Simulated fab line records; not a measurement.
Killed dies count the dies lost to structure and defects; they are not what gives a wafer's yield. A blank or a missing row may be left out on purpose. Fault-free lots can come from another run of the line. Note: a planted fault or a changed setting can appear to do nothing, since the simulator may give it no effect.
The tool behind it: which one? -- flow gf180mcu -- 14 lots, 42 wafers sampled, at 4 steps of a route of 602

WHAT EACH GAUGE READ, for each wafer
GF_PSD_OVL_MEAS_08.
lot,measured,on,PSD_OVL (nm)
L268,day 13 23:23,overlay-02,0.9 1.0 -1.2
L270,day 14 18:46,overlay-02,-3.0 -2.2 -1.0
L271,day 15 02:23,overlay-02,-3.4 -2.5 -2.4
L273,day 16 00:50,overlay-01,0.6 -2.0 -1.6
L274,day 16 03:05,overlay-02,-1.0 -5.6 -1.9
L280,day 18 14:59,overlay-01,-1.0 -0.8 -1.6
L281,day 18 18:40,overlay-02,-0.6 -0.4 -1.2
L283,day 19 17:11,overlay-02,-0.8 -1.0 -3.6
L284,day 20 01:05,overlay-02,-1.5 -1.7 -3.5
L285,day 20 14:41,overlay-01,-1.0 0.5 -1.3
L286,day 20 19:56,overlay-01,-1.5 -0.5 0.0
L289,day 21 17:47,overlay-02,-1.0 -0.2 -1.6
L290,day 22 01:46,overlay-01,0.5 -2.9 -0.9
L291,day 22 11:29,overlay-01,-0.7 -2.0 -0.1

GF_CONTACT_THK_MEAS_01.
lot,measured,on,CONTACT_CVD_00_THK (nm)
L268,day 14 21:39,filmMetro-01,294 299 300
L270,day 15 18:15,filmMetro-02,303 301 303
L271,day 16 02:05,filmMetro-01,302 302 303
L273,day 17 01:11,filmMetro-04,300 301 303
L274,day 17 03:47,filmMetro-02,306 299 304
L280,day 19 17:28,filmMetro-02,300 299 300
L281,day 19 21:19,filmMetro-04,302 302 303
L283,day 20 19:26,filmMetro-02,296 297 298
L284,day 21 02:55,filmMetro-01,300 302 297
L285,day 21 16:05,filmMetro-01,297 296 295
L286,day 21 21:44,filmMetro-02,301 305 299
L289,day 22 19:04,filmMetro-04,299 297 297
L290,day 23 02:36,filmMetro-01,304 304 306
L291,day 23 12:06,filmMetro-02,301 301 296

GF_CONTACT_CD_MEAS_14 targets a cd of 220 nm.
lot,measured,on,cdNm (nm)
L268,day 15 19:48,cdSem-01,222.1 222.6 221.7
L270,day 16 16:52,cdSem-02,- - -
L271,day 17 01:00,cdSem-01,- - -
L273,day 18 00:34,cdSem-01,220.2 220.5 220.7
L274,day 18 03:27,cdSem-02,220.5 221.7 219.3
L280,day 20 18:39,cdSem-01,218.6 220.4 220.2
L281,day 20 22:16,cdSem-02,221.1 221.4 221.6
L283,day 21 20:10,cdSem-02,221.1 222.7 220.6
L284,day 22 03:06,cdSem-01,218.8 219.8 220.3
L285,day 22 16:23,cdSem-01,218.4 218.3 217.4
L286,day 22 22:15,cdSem-01,221.2 219.8 221.2
L289,day 23 18:31,cdSem-01,217.6 218.3 219.6
L290,day 24 01:50,cdSem-01,219.1 219.5 221.2
L291,day 24 11:04,cdSem-01,222.0 221.6 224.0

WHAT TOOL EACH LOT RAN ON (gives the tool, then ch and the chambers of the sampled wafers, and finally the start)
lot,GF_CONTACT_EXPOSE_11
L268,"krfScanner-01 ch 0, day 15 09:14"
L270,"krfScanner-01, day 16 06:11"
L271,"krfScanner-01, day 16 13:36"
L273,"krfScanner-01 ch 0, day 17 13:07"
L274,"krfScanner-01 ch 0, day 17 15:29"
L280,"krfScanner-02 ch 0, day 20 06:52"
L281,"krfScanner-02 ch 0, day 20 10:03"
L283,"krfScanner-01 ch 0, day 21 08:32"
L284,"krfScanner-02 ch 0, day 21 15:52"
L285,"krfScanner-02 ch 0, day 22 04:35"
L286,"krfScanner-02 ch 0, day 22 10:37"
L289,"krfScanner-01 ch 0, day 23 07:20"
L290,"krfScanner-01 ch 0, day 23 14:46"
L291,"krfScanner-02 ch 0, day 23 23:53"
- GF_CONTACT_EXPOSE_11: exposes mask Contact, target cd 220 nm.

AS READ BY THE TOOLS THEMSELVES (means over the sampled wafers that have a number; for cases with no such wafer, the mark the record gives instead)
GF_CONTACT_EXPOSE_11.
lot,tool,exposureDoseMJCm2,focusOffsetNm (nm)
L268,krfScanner-01,38.26,-0.4
L270,krfScanner-01,-,-
L271,krfScanner-01,-,-
L273,krfScanner-01,38.22,-0.3
L274,krfScanner-01,38.29,-0.4
L280,krfScanner-02,37.94,-0.0
L281,krfScanner-02,38.00,-0.6
L283,krfScanner-01,38.30,0.8
L284,krfScanner-02,37.95,-1.1
L285,krfScanner-02,37.93,-0.5
L286,krfScanner-02,37.98,-0.5
L289,krfScanner-01,38.24,0.4
L290,krfScanner-01,38.22,-0.3
L291,krfScanner-02,37.95,0.5

THE ANSWER, worked out from the rows above alone
Rule: what is usual is taken from the lots themselves. The widest of any qualifying gaps counts: lots, ordered by their means at a reading, are off when they make up no more than a third of the lots, leave a main group of 4 or more, and stand apart from it by 3 or more times the standard deviation of that group's means. Not used: any main group whose means are identical at the precision the tables above print for the reading. A lot without any number at a reading at which 4 lots or more have one is off too. Where the step has rows for the other lots, those lots are counted as sound. First the gauges in route order, then the tools' own readings, where a lot's mean is used as printed above. At the first step where some lot is off, the reading lying furthest off is the one used; lots without a number count as furthest.
Off, at GF_CONTACT_CD_MEAS_14 on cdNm: L270, L271. Without a number there: L270, L271. Main group: mean 220.4 nm, sd 1.3.
If a tool, at a process step before that reading, ran all the lots that are off and no sound lot after the first of them, it fits. Not tried: the gauges at GF_CONTACT_CD_MEAS_14; whatever is off there is also off at GF_CONTACT_EXPOSE_11, on other tools, and gauge error can't account for it. None of those tried fits.

WHAT THE SIMULATOR HAD INSERTED
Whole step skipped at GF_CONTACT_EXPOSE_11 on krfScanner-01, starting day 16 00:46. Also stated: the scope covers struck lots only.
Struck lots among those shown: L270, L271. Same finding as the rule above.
